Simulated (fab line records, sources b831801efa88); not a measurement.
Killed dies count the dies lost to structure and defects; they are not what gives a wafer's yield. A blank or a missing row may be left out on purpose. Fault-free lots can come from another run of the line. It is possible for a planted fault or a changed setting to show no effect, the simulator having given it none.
Check of tool commonality :: flow gf180mcu :: Lots sampled 13, wafers sampled 39

## REASON IT WAS OPENED
Of 13 lots, 2 have the reading HV_LDD_3_TW flagged at GF_HV_LDD_TW_MEAS_38. No-fault wafers: 1444, standard deviation 15.
Rule: flag the lot when none of its wafers has a number, or when each of its wafers that has one lies beyond 4 standard deviations from that mean. All remaining lots are regarded as sound.

lot: L114
measured: day 11 14:17
on: film_metro-04
HV_LDD_3_TW, wafer by wafer: 1460 1457 1457
flag: 

lot: L115
measured: day 11 20:27
on: film_metro-02
HV_LDD_3_TW, wafer by wafer: 1440 1429 1436
flag: 

lot: L116
measured: day 12 01:10
on: film_metro-04
HV_LDD_3_TW, wafer by wafer: 1467 1465 1461
flag: 

lot: L118
measured: day 12 22:44
on: film_metro-04
HV_LDD_3_TW, wafer by wafer: 1461 1470 1462
flag: 

lot: L119
measured: day 13 03:07
on: film_metro-03
HV_LDD_3_TW, wafer by wafer: 1432 1430 1425
flag: 

lot: L120
measured: day 13 14:55
on: film_metro-02
HV_LDD_3_TW, wafer by wafer: 1433 1424 1427
flag: 

lot: L123
measured: day 14 14:43
on: film_metro-02
HV_LDD_3_TW, wafer by wafer: 1523 1523 1516
flag: FLAGGED

lot: L126
measured: day 15 11:52
on: film_metro-04
HV_LDD_3_TW, wafer by wafer: 1550 1557 1543
flag: FLAGGED

lot: L131
measured: day 16 23:37
on: film_metro-02
HV_LDD_3_TW, wafer by wafer: 1428 1433 1447
flag: 

lot: L134
measured: day 18 02:59
on: film_metro-02
HV_LDD_3_TW, wafer by wafer: 1431 1425 1430
flag: 

lot: L135
measured: day 18 08:04
on: film_metro-04
HV_LDD_3_TW, wafer by wafer: 1469 1470 1460
flag: 

lot: L136
measured: day 18 20:06
on: film_metro-02
HV_LDD_3_TW, wafer by wafer: 1423 1427 1435
flag: 

lot: L137
measured: day 19 05:43
on: film_metro-02
HV_LDD_3_TW, wafer by wafer: 1432 1430 1432
flag: 
Average over the flagged lots: 1535; offset from the usual +91, equal to +6 standard deviations.

## EACH LOT AND THE TOOL IT RAN ON
The record holds 1 process step before the reading, out of a route of 602 steps. Read each cell as the tool, then ch plus the chambers that the sampled wafers visited, then the start.
lot: L114
flag: 
GF_HV_LDD_IMPLANT_33: implanter-01 ch 0, day 11 13:35

lot: L115
flag: 
GF_HV_LDD_IMPLANT_33: implanter-01 ch 0, day 11 19:45

lot: L116
flag: 
GF_HV_LDD_IMPLANT_33: implanter-01 ch 0, day 12 00:28

lot: L118
flag: 
GF_HV_LDD_IMPLANT_33: implanter-03 ch 0, day 12 22:03

lot: L119
flag: 
GF_HV_LDD_IMPLANT_33: implanter-02 ch 0, day 13 02:26

lot: L120
flag: 
GF_HV_LDD_IMPLANT_33: implanter-03 ch 0, day 13 14:13

lot: L123
flag: FLAGGED
GF_HV_LDD_IMPLANT_33: implanter-03 ch 0, day 14 14:02

lot: L126
flag: FLAGGED
GF_HV_LDD_IMPLANT_33: implanter-03 ch 0, day 15 11:10

lot: L131
flag: 
GF_HV_LDD_IMPLANT_33: implanter-01 ch 0, day 16 22:55

lot: L134
flag: 
GF_HV_LDD_IMPLANT_33: implanter-01 ch 0, day 18 02:19

lot: L135
flag: 
GF_HV_LDD_IMPLANT_33: implanter-01 ch 0, day 18 07:22

lot: L136
flag: 
GF_HV_LDD_IMPLANT_33: implanter-02 ch 0, day 18 19:24

lot: L137
flag: 
GF_HV_LDD_IMPLANT_33: implanter-01 ch 0, day 19 05:01
What is done by these steps:
- GF_HV_LDD_IMPLANT_33
- GF_HV_LDD_TW_MEAS_38

## FLAGGED OVER TOTAL, TOOL BY TOOL (the gauges that took the reading come last)
step: GF_HV_LDD_IMPLANT_33
tool: implanter-01
lots run: 7
flagged: 0
share of the flagged lots: none
sound lots run after its first flagged lot: -

step: GF_HV_LDD_IMPLANT_33
tool: implanter-02
lots run: 2
flagged: 0
share of the flagged lots: none
sound lots run after its first flagged lot: -

step: GF_HV_LDD_IMPLANT_33
tool: implanter-03
lots run: 4
flagged: 2
share of the flagged lots: all
sound lots run after its first flagged lot: 0

step: GF_HV_LDD_TW_MEAS_38
tool: film_metro-02
lots run: 7
flagged: 1
share of the flagged lots: some
sound lots run after its first flagged lot: 4 (L131,L134,L136,L137)

step: GF_HV_LDD_TW_MEAS_38
tool: film_metro-03
lots run: 1
flagged: 0
share of the flagged lots: none
sound lots run after its first flagged lot: -

step: GF_HV_LDD_TW_MEAS_38
tool: film_metro-04
lots run: 5
flagged: 1
share of the flagged lots: some
sound lots run after its first flagged lot: 1 (L135)

## WHAT THE TABLE PERMITS
All flagged lots share 1 row of the table, namely implanter-03 at GF_HV_LDD_IMPLANT_33.
- implanter-03 at GF_HV_LDD_IMPLANT_33 ran 4 lots, 2 of them flagged. Its last sound lot is L120 (day 13 14:13), its first flagged lot L123 (day 14 14:02): a fault that began between those two fits. Its own readings lie more than 4 standard deviations out on every wafer of the flagged lots: dose_ions_cm2, faraday_current_uA.
Just one tool remains: implanter-03 at GF_HV_LDD_IMPLANT_33.

## WHAT HAD BEEN PUT IN BY THE SIMULATOR
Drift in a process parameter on implanter-03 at GF_HV_LDD_IMPLANT_33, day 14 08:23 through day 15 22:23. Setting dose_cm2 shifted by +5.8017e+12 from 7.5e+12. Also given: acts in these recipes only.
Shown lots that were struck: L123, L126. The rule above found the same.
